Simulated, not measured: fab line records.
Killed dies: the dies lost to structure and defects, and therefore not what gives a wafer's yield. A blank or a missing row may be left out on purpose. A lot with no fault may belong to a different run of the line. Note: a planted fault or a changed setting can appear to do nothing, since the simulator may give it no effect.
Chamber matching ; flow gf180mcu ; cmp-01 running GF_STI_CMP_25: 4 sister chambers
The step polishes, stops on Si3N4, t overpolish 33 s, target thk 524.6 nm. 4 wafers are shown with their chamber, then 8 later ones without.

EACH WAFER AND ITS CHAMBER
wafer;chamber;motor-current-A (A)
L641.5;3;11.2
L642.6;0;11.7
L646.3;2;12.7
L650.2;1;12.3

WAFERS WITH NO CHAMBER GIVEN
wafer;motor-current-A (A)
L650.4;13.7
L650.6;11.3
L651.1;11.9
L651.2;11.4
L651.6;11.3
L653.2;11.6
L653.5;11.4
L653.6;12.3

EACH ONE'S CHAMBER
wafer;from the rows above;in truth
L650.4;can't be placed: 2 or 1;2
L650.6;can't be placed: 3 or 0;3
L651.1;can't be placed: 0 or 1 or 3 or 2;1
L651.2;can't be placed: 3 or 0 or 1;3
L651.6;can't be placed: 3 or 0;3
L653.2;can't be placed: 0 or 3 or 1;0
L653.5;can't be placed: 3 or 0 or 1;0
L653.6;can't be placed: 1 or 2 or 0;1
Placed correctly: 0 of 8. From these rows, 8 cannot be placed; in 8 the true chamber is one of the candidates. Number placed wrongly: 0.
How it was worked out, from the rows above alone: a wafer's distance from a chamber is the root of the sum, over the readings, of the square of ((its reading less the chamber's mean) divided by the reading's scatter). The wafer belongs to the nearest chamber; if the next one is less than 2 further off, it can't be placed. Each chamber's mean is taken over the wafers shown for it. The scatter: root of mean squared gap, hidden wafer to nearest shown wafer, with one shown wafer a chamber.
